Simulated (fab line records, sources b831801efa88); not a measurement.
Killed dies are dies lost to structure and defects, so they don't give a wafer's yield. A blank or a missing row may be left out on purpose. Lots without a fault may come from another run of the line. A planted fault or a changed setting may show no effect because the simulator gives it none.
Which tool did it? | flow gf180mcu | 12 lots, 36 wafers sampled, at 1 step of a route of 602

WHAT THE GAUGES READ, wafer by wafer
GF_STI_CD_MEAS_12: target cd 220 nm. Usual: cd_nm 219.6 nm, standard deviation 1.2.
lot  | measured    | on        | cd_nm (nm)        | flag
L925 | day 2 06:57 | cd_sem-02 | 221.0 221.0 221.8 |
L926 | day 2 10:50 | cd_sem-02 | 219.6 218.9 217.6 |
L927 | day 2 16:28 | cd_sem-02 | 219.2 219.6 219.4 |
L928 | day 2 22:42 | cd_sem-02 | 219.8 218.5 219.8 |
L929 | day 3 03:22 | cd_sem-01 | 218.9 218.0 217.9 |
L930 | day 3 08:08 | cd_sem-01 | 218.8 218.4 218.1 |
L932 | day 3 20:44 | cd_sem-01 | 218.5 218.5 219.4 |
L936 | day 4 15:31 | cd_sem-01 | 218.9 218.3 217.4 |
L940 | day 5 12:22 | cd_sem-02 | 222.0 222.1 222.0 |
L941 | day 5 16:48 | cd_sem-02 | 219.4 218.4 220.5 |
L942 | day 5 22:46 | cd_sem-02 | 220.0 219.9 219.7 |
L947 | day 7 00:07 | cd_sem-01 | 217.2 218.2 218.5 |

WHICH TOOL RAN EACH LOT (tool, then ch and the chambers of the sampled wafers, then the start)
The record holds no process step before these readings.

WHAT THE TOOLS THEMSELVES READ (means of the sampled wafers that have a number; where no wafer has one, the mark that the record gives instead)
The record holds no such reading with a usual standard deviation.

THE ANSWER, worked out from the rows above alone
Rule: a lot is off if the mean of its wafers that have a number lies more than 3 standard deviations from the usual mean. A lot without any number at a reading at which 4 lots or more have one is off too. The other lots that the step has rows for count as sound. The gauges are gone through in route order, then the tools' own readings, and for those a lot's mean is taken as printed above. The first step at which some lot is off is used, and at that step the reading that is off furthest; a lot without a number counts as furthest.
No lot is off at any reading shown: from this, nothing can be told.

WHAT THE SIMULATOR HAD PUT IN
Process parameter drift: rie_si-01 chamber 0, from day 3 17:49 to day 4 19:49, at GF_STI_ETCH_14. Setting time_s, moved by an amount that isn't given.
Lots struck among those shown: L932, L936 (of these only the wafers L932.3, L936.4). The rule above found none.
